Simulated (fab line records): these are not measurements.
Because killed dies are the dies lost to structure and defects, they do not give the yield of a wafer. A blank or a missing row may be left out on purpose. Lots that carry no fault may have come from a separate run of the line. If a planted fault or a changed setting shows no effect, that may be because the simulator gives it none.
fab line records -- flow sky130
record lots=12, wafers=36, lastDay=50
route steps=708 shown VT_ADJUST_NCORE@128 POLY_CUT@319 LOCAL_INTERCONNECT@387 PAD_OPEN@708
lots that met no fault: taken from a fault-free run of the same line
startH: start of the lot's first displayed wafer, in hours after the record's first day -- waitH: time in hours since the lot's previous step -- " identical to the entry in the row above -- L1.1+2: several wafers, shown together as one row -- - no value, or no start given -- * or withheld: withheld -- < > ~ a bound
route shown NAME@n: names a module that has steps shown in the file, with the first one's number in the route -- usual: mean and standard deviation over wafers with no fault -- same: alike in all rows -- chamber/n: place in a boat -- sites: per-site readings -- _std_site: how widely they spread, as a standard deviation -- _edge_site: the outer-site mean with the inner-site mean subtracted -- radiusMm: for every site, how far away it sits from the centre of the wafer -- mask NAME#n: copy n -- behind: the last tool/chamber to shape the wafer -- hold: why the lot was held/for how many hours/how that ended -- device: the transistor (n, p or np) that didn't switch -- end of line: tests of these same wafers at the route's end -- a step without rows: its recipe alone -- killed: at the first sort, the dies lost to defects and structure; wafer yield is something else -- map: per-die view of a wafer (x killed, . not killed, _ where there is no die)
set.NAME: the setting the step ran with; set.NAME@STEP: the setting that earlier step ran with -- model.NAME: the simulator's own value behind a step, which no gauge read
the route's steps for a sample of lots (tables are steps, rows are wafers)
services: a tool's chamber out of use, with start hour (startH, from the record's first day; less than 0 if before it), hours out, and reason
## steps
# step SKY_VT_ADJUST_NCORE_IMPLANT_09
# recipe species=B, energyKev=10, doseCm2=2.4e+12, tiltDeg=withheld
# usual beamEnergyKeV=10.000/0.0033, doseIonsCm2=2.4007e+12/2.8e+09, endStationPressureTorr=5.05e-06/2.4e-07, faradayCurrentUA=13.54/0.28
lot.wafer,tool,chamber,startH,waitH,beamEnergyKeV,doseIonsCm2,endStationPressureTorr,faradayCurrentUA
L781.2,implanter-02,0,189.62,0.0,10.004,2.3972e+12,5e-06,13.63
L781.3,implanter-02,0,189.62,0.0,9.999,2.4004e+12,5.06e-06,13.11
L781.6,implanter-02,0,189.62,0.0,9.999,2.4004e+12,5.53e-06,14.01
L783.1,implanter-04,0,201.46,0.0,9.997,2.4042e+12,4.86e-06,13.18
L783.2,implanter-04,0,201.46,0.0,9.996,2.4013e+12,5.44e-06,13.35
L783.4,implanter-04,0,201.46,0.0,9.999,2.4013e+12,4.99e-06,13.41
L782.1,implanter-04,0,202.56,0.0,9.999,2.3972e+12,5.14e-06,13.55
L782.4,implanter-04,0,202.56,0.0,10.000,2.3988e+12,4.45e-06,13.27
L782.5,implanter-04,0,202.56,0.0,9.999,2.398e+12,5.19e-06,13.48
L784.1,implanter-01,0,207.80,0.0,10.003,2.4075e+12,5.2e-06,14.23
L784.2,implanter-01,0,207.80,0.0,10.005,2.401e+12,4.88e-06,13.28
L784.4,implanter-01,0,207.80,0.0,10.001,2.4036e+12,5.28e-06,13.49
L785.1,implanter-02,0,214.81,0.0,9.998,2.3988e+12,4.95e-06,13.65
L785.2,implanter-02,0,214.81,0.0,10.006,2.4012e+12,5.62e-06,13.65
L785.6,implanter-02,0,214.81,0.0,10.002,2.3975e+12,5.26e-06,13.60
L788.1,implanter-04,0,237.00,0.0,10.000,2.4012e+12,5.11e-06,13.44
L788.4,implanter-04,0,237.00,0.0,10.002,2.3993e+12,5.19e-06,13.46
L788.5,implanter-04,0,237.00,0.0,10.001,2.397e+12,4.85e-06,13.48
L789.1,implanter-02,0,243.31,0.0,10.002,2.7757e+12,5.14e-06,15.75
L789.4,implanter-02,0,243.31,0.0,9.999,2.7727e+12,5.28e-06,15.41
L789.5,implanter-02,0,243.31,0.0,10.006,2.7734e+12,4.61e-06,15.98
L791.3,implanter-02,0,257.51,0.1,9.998,2.7775e+12,4.68e-06,15.22
L791.4,implanter-02,0,257.51,0.1,9.997,2.773e+12,5.23e-06,15.70
L791.6,implanter-02,0,257.51,0.1,9.997,2.7765e+12,4.97e-06,15.96
L798.1,implanter-01,0,313.46,0.0,10.001,2.3979e+12,4.9e-06,12.96
L798.3,implanter-01,0,313.46,0.0,10.001,2.4007e+12,5.05e-06,13.40
L798.4,implanter-01,0,313.46,0.0,9.994,2.3984e+12,4.91e-06,13.50
L800.1,implanter-02,0,320.70,0.0,9.998,2.3992e+12,4.88e-06,13.57
L800.3,implanter-02,0,320.70,0.0,9.999,2.4012e+12,4.63e-06,13.10
L800.6,implanter-02,0,320.70,0.0,9.998,2.3989e+12,5.09e-06,13.64
L801.1,implanter-02,0,326.40,0.0,10.000,2.4021e+12,4.81e-06,13.75
L801.4,implanter-02,0,326.40,0.0,10.004,2.4024e+12,5.6e-06,13.51
L801.5,implanter-02,0,326.40,0.0,10.002,2.4018e+12,5.19e-06,14.03
L802.2,implanter-02,0,334.08,0.0,10.000,2.3976e+12,5.78e-06,13.41
L802.4,implanter-02,0,334.08,0.0,10.000,2.3968e+12,5.2e-06,13.58
L802.5,implanter-02,0,334.08,0.0,9.997,2.3969e+12,5.12e-06,13.69
# step SKY_POLY_CUT_STRIP_12
# recipe chemistry=O2/N2, powerW=1400, pressureMtorr=1500, platenTempC=withheld, o2FlowSccm=3000, n2FlowSccm=300, overashFraction=0.5
# usual drypumpMotorCurrentA=5.7/0.62, oesProductAu=0.452/0.0048, stripTimeToEndpointS=5.351/0.018
lot.wafer,tool,chamber,startH,waitH,drypumpMotorCurrentA,oesProductAu,rfHoursCounterH,stripTimeToEndpointS
L781.2,plasmaAsher-01,1,553.65,0.0,5.6,0.450,43,5.326
L781.3,plasmaAsher-01,1,553.65,0.0,5.6,0.458,-,5.338
L781.6,plasmaAsher-01,1,553.65,0.0,5.6,0.452,-,5.327
L782.1,plasmaAsher-02,1,598.30,0.0,5.3,0.449,80,5.342
L782.4,plasmaAsher-02,1,598.30,0.0,5.3,0.456,-,5.342
L782.5,plasmaAsher-02,0,598.30,0.0,6.7,0.450,-,5.367
L783.1,plasmaAsher-01,1,598.95,0.0,5.6,0.456,48,5.356
L783.2,plasmaAsher-01,0,598.95,0.0,5.3,0.445,48,5.314
L783.4,plasmaAsher-01,0,598.95,0.0,5.3,0.450,-,5.318
L784.1,plasmaAsher-03,0,683.94,0.0,5.8,0.454,25,5.342
L784.2,plasmaAsher-03,1,683.94,0.0,4.9,0.452,25,5.328
L784.4,plasmaAsher-03,1,683.94,0.0,4.9,0.452,-,5.350
L785.1,plasmaAsher-02,0,685.94,0.0,6.7,0.446,89,5.354
L785.2,plasmaAsher-02,1,685.94,0.0,5.4,0.441,89,5.359
L785.6,plasmaAsher-02,0,685.94,0.0,6.7,0.454,-,5.367
L789.1,plasmaAsher-02,0,688.04,0.0,6.7,0.455,90,5.363
L789.4,plasmaAsher-02,0,688.04,0.0,6.7,0.447,-,5.374
L789.5,plasmaAsher-02,0,688.04,0.0,6.7,0.449,-,5.349
L791.3,plasmaAsher-03,1,688.13,0.1,4.9,0.455,-,5.374
L791.4,plasmaAsher-03,0,688.13,0.1,5.8,0.448,-,5.341
L791.6,plasmaAsher-03,0,688.13,0.1,5.8,0.450,-,5.356
L788.1,plasmaAsher-02,1,690.34,0.0,5.3,0.447,90,5.375
L788.4,plasmaAsher-02,1,690.34,0.0,5.4,0.450,-,5.396
L788.5,plasmaAsher-02,0,690.34,0.0,6.8,0.449,-,5.357
L798.1,plasmaAsher-02,0,702.90,0.0,6.7,0.454,92,5.327
L798.3,plasmaAsher-02,0,702.90,0.0,6.7,0.447,-,5.312
L798.4,plasmaAsher-02,1,702.90,0.0,5.4,0.447,-,5.341
L800.1,plasmaAsher-01,0,714.04,0.0,5.3,0.454,55,5.331
L800.3,plasmaAsher-01,1,714.04,0.0,5.6,0.453,-,5.344
L800.6,plasmaAsher-01,1,714.04,0.0,5.6,0.453,-,5.335
L801.1,plasmaAsher-02,1,717.54,0.0,5.4,0.451,93,5.350
L801.4,plasmaAsher-02,1,717.54,0.0,5.3,0.450,-,5.363
L801.5,plasmaAsher-02,1,717.54,0.0,5.4,0.456,-,5.350
L802.2,plasmaAsher-02,1,727.44,0.0,5.3,0.454,94,5.372
L802.4,plasmaAsher-02,1,727.44,0.0,5.3,0.447,-,5.363
L802.5,plasmaAsher-02,1,727.44,0.0,5.3,0.449,-,5.362
# step SKY_LOCAL_INTERCONNECT_SPUTTER_00
# recipe material=TiN, targetThkNm=100, tempC=300, powerW=6500, timeS=83.3, chamberPressurePa=0.4
# usual throttleValvePct=29.8/0.98
# same timeS=83.3
lot.wafer,tool,chamber,startH,waitH,throttleValvePct
L781.2,pvdSputter-01,-,670.77,0.2,28.8
L781.3,pvdSputter-01,-,670.77,0.2,30.2
L781.6,pvdSputter-01,-,670.77,0.2,28.9
L782.1,pvdSputter-03,-,714.77,0.2,29.8
L782.4,pvdSputter-03,-,714.77,0.2,31.8
L782.5,pvdSputter-03,-,714.77,0.2,31.3
L783.1,pvdSputter-03,-,715.94,0.2,31.8
L783.2,pvdSputter-03,-,715.94,0.2,29.9
L783.4,pvdSputter-03,-,715.94,0.2,31.5
L784.1,pvdSputter-04,-,796.72,0.1,30.5
L784.2,pvdSputter-04,-,796.72,0.1,29.8
L784.4,pvdSputter-04,-,796.72,0.1,30.0
L785.1,pvdSputter-04,-,799.01,0.1,29.5
L785.2,pvdSputter-04,-,799.01,0.1,30.3
L785.6,pvdSputter-04,-,799.01,0.1,29.9
L789.1,pvdSputter-01,-,801.33,0.2,28.9
L789.4,pvdSputter-01,-,801.33,0.2,30.3
L789.5,pvdSputter-01,-,801.33,0.2,28.5
L791.3,pvdSputter-04,-,801.63,0.1,28.6
L791.4,pvdSputter-04,-,801.63,0.1,29.7
L791.6,pvdSputter-04,-,801.63,0.1,30.7
L788.1,pvdSputter-01,-,804.33,0.2,28.9
L788.4,pvdSputter-01,-,804.33,0.2,28.8
L788.5,pvdSputter-01,-,804.33,0.2,30.4
L798.1,pvdSputter-01,-,813.92,0.1,30.6
L798.3,pvdSputter-01,-,813.92,0.1,29.0
L798.4,pvdSputter-01,-,813.92,0.1,28.9
L800.1,pvdSputter-04,-,824.79,0.2,30.8
L800.3,pvdSputter-04,-,824.79,0.2,29.8
L800.6,pvdSputter-04,-,824.79,0.2,30.3
L801.1,pvdSputter-01,-,828.44,0.1,28.8
L801.4,pvdSputter-01,-,828.44,0.1,30.3
L801.5,pvdSputter-01,-,828.44,0.1,28.7
L802.2,pvdSputter-03,-,836.29,0.1,30.0
L802.4,pvdSputter-03,-,836.29,0.1,31.9
L802.5,pvdSputter-03,-,836.29,0.1,31.9
# step SKY_LOCAL_INTERCONNECT_ETCH_13
# recipe chemistry=N2/H2, target=BARC, ionEnergyEv=200, biasW=100, pressureMtorr=30, n2FlowSccm=100, h2FlowSccm=200, icpW=500, stopOn=SiO2, timeS=45.9, targetDepthA=600
# usual drypumpMotorCurrentA=5.9/0.5, h2FlowSccm=200.0/0.62, oesProductAu=0.853/0.0053, throttleValvePct=13.225/0.01
# same timeS=45.9
lot.wafer,tool,chamber,startH,waitH,drypumpMotorCurrentA,h2FlowSccm,oesProductAu,rfHoursCounterH,throttleValvePct
L781.2,rieMetal-02,1,699.80,0.0,5.3,200.7,0.859,17,13.224
L781.3,rieMetal-02,1,699.80,0.0,5.3,200.3,0.853,-,13.234
L781.6,rieMetal-02,1,699.80,0.0,5.3,199.9,0.866,-,13.239
L782.1,rieMetal-03,0,743.51,0.0,6.3,200.4,0.849,14,13.229
L782.4,rieMetal-03,1,743.51,0.0,5.6,200.4,0.849,-,13.241
L782.5,rieMetal-03,0,743.51,0.0,6.3,201.0,0.856,-,13.215
L783.1,rieMetal-01,1,743.86,0.0,5.0,200.1,0.857,13,13.237
L783.2,rieMetal-01,0,743.86,0.0,6.2,200.2,0.844,6,13.220
L783.4,rieMetal-01,0,743.86,0.0,6.2,200.4,0.858,-,13.216
L784.1,rieMetal-01,0,823.51,0.0,6.2,199.3,0.851,9,13.207
L784.2,rieMetal-01,0,823.51,0.0,6.2,198.1,0.854,-,13.202
L784.4,rieMetal-01,0,823.51,0.0,6.2,199.6,0.860,-,13.232
L785.1,rieMetal-03,0,824.36,0.0,6.3,199.5,0.858,0,13.222
L785.2,rieMetal-03,1,824.36,0.0,5.6,199.8,0.857,16,13.231
L785.6,rieMetal-03,0,824.36,0.0,6.3,199.5,0.865,-,13.228
L789.1,rieMetal-01,0,826.80,0.0,6.2,200.2,0.846,9,13.204
L789.4,rieMetal-01,0,826.80,0.0,6.2,200.2,0.858,-,13.222
L789.5,rieMetal-01,0,826.80,0.0,6.2,200.1,0.855,-,13.235
L791.3,rieMetal-03,1,827.17,0.0,5.6,200.9,0.850,-,13.233
L791.4,rieMetal-03,0,827.17,0.0,6.3,199.9,0.849,-,13.222
L791.6,rieMetal-03,1,827.17,0.0,5.6,199.7,0.852,-,13.214
L788.1,rieMetal-03,0,829.61,0.0,6.3,199.6,0.860,0,13.206
L788.4,rieMetal-03,0,829.61,0.0,6.3,199.6,0.859,-,13.235
L788.5,rieMetal-03,1,829.61,0.0,5.6,199.7,0.856,-,13.245
L798.1,rieMetal-02,1,839.81,0.0,5.3,200.2,0.862,3,13.231
L798.3,rieMetal-02,0,839.81,0.0,6.5,200.6,0.855,-,13.213
L798.4,rieMetal-02,1,839.81,0.0,5.3,201.0,0.847,-,13.215
L800.1,rieMetal-01,0,850.85,0.0,6.2,200.0,0.856,10,13.234
L800.3,rieMetal-01,1,850.85,0.0,5.1,198.7,0.857,-,13.210
L800.6,rieMetal-01,0,850.85,0.0,6.2,199.3,0.846,-,13.216
L801.1,rieMetal-03,0,854.86,0.0,6.3,199.8,0.856,1,13.236
L801.4,rieMetal-03,0,854.86,0.0,6.3,199.8,0.841,-,13.221
L801.5,rieMetal-03,0,854.86,0.0,6.3,200.0,0.855,-,13.227
L802.2,rieMetal-03,0,862.06,0.0,6.3,200.4,0.855,2,13.221
L802.4,rieMetal-03,0,862.06,0.0,6.3,199.8,0.854,-,13.227
L802.5,rieMetal-03,1,862.06,0.0,5.6,201.3,0.853,-,13.228
# step SKY_PAD_OPEN_PROBE_99
# usual killed_at_M0_to_M3=42/7.3, killed_at_M4_up=3.4/2, killedAtContacts=24/5.8, killedAtFrontEnd=15/4.6, killedAtOther=0.3/0.62, killedDies=84/9.8, killedOpen=47/6.9, killedShort=38/6.3
# same grossDies=492, killedAtBackSide=0
lot.wafer,tool,chamber,startH,waitH,killed_at_M0_to_M3,killed_at_M4_up,killedAtContacts,killedAtFrontEnd,killedAtOther,killedDies,killedOpen,killedShort
L789.1,prober-01,-,1167.37,0.1,40,4,25,17,0,86,39,47
L789.4,prober-01,-,1167.52,0.2,28,6,22,19,1,76,41,35
L789.5,prober-01,-,1167.57,0.2,52,0,25,18,0,95,50,45
# killed by level:class
L789.1 CONTACT:geometricParticle:open=10 METAL2:geometricParticle:short=9 POLY_GATE:geometricParticle:open=7 VIA1:geometricParticle:open=7 METAL1:geometricParticle:short=6 LOCAL_INTERCONNECT:geometricParticle:short=5 CONTACT:geometricParticle:short=5 VIA1:geometricParticle:short=5
L789.4 CONTACT:geometricParticle:short=8 FIELD_ISO:geometricParticle:open=7 LI_CONTACT:geometricParticle:open=7 CONTACT:geometricParticle:open=7 POLY_GATE:geometricParticle:open=5 METAL4:geometricParticle:short=5 FIELD_ISO:geometricParticle:short=4 METAL1:geometricParticle:short=4
L789.5 VIA1:geometricParticle:open=15 POLY_GATE:geometricParticle:open=8 CONTACT:geometricParticle:open=8 VIA2:geometricParticle:open=6 POLY_GATE:geometricParticle:short=5 LI_CONTACT:geometricParticle:open=5 METAL2:geometricParticle:short=5 LOCAL_INTERCONNECT:geometricParticle:short=5
## services
tool,chamber,startH,hours,kind
pvdSputter-01,-,193.57,13.3,repair
implanter-02,-,207.88,4.3,pm
rieMetal-01,-,221.58,0.7,repair
plasmaAsher-02,-,325.50,1.6,repair
rieMetal-01,-,347.67,28.1,pm
implanter-02,-,513.20,5.6,repair
implanter-02,-,526.74,3.2,repair
rieMetal-03,-,539.34,15.6,pm
rieMetal-03,0,555.17,2.1,repair
implanter-02,-,581.49,0.8,repair
rieMetal-03,-,600.63,14.6,pm
plasmaAsher-02,-,620.33,0.7,repair
plasmaAsher-02,-,631.58,2.8,repair
rieMetal-03,-,639.19,2.4,repair
pvdSputter-01,-,647.49,3.3,repair
implanter-02,-,655.45,4.9,pm
pvdSputter-01,-,660.96,4.3,repair
plasmaAsher-02,-,674.39,2.8,pm
pvdSputter-01,-,688.43,3.9,repair
implanter-02,-,696.96,4.5,pm
implanter-02,-,701.46,9.9,pm
pvdSputter-01,-,722.45,14.3,repair
implanter-02,-,822.44,6.2,repair
implanter-02,-,836.11,1.6,repair
## key
firstSign step=SKY_VT_ADJUST_NCORE_IMPLANT_09, reading=doseIonsCm2, direction=up, sigmas=99+, usual=*, struck=*
effect step=SKY_VT_ADJUST_NCORE_IMPLANT_09, reading=faradayCurrentUA, direction=up, sigmas=7.7, usual=13.54, struck=15.67
metAt SKY_VT_ADJUST_NCORE_IMPLANT_09
struckLots L789,L791
testerLeftOut L789,L791
notActingAt SKY_POLY_CUT_STRIP_12,SKY_LOCAL_INTERCONNECT_SPUTTER_00,SKY_LOCAL_INTERCONNECT_ETCH_13
onsetBetween 214.81 243.31
fault kind=processParameterDrift, tool=implanter-02, chamber=-, onsetH=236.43, steps=SKY_VT_ADJUST_NCORE_IMPLANT_09, channel=doseCm2, offset=*, shape=step, endH=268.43, actsIn=*, stated=*
# testerLeftOut: of these lots the tester's yield and bins aren't shown, on N5 and GAA mostly nor the transistor test; their killed dies are dies lost to structure and defects alone, not to doping, threshold or leakage, so they don't give the yield
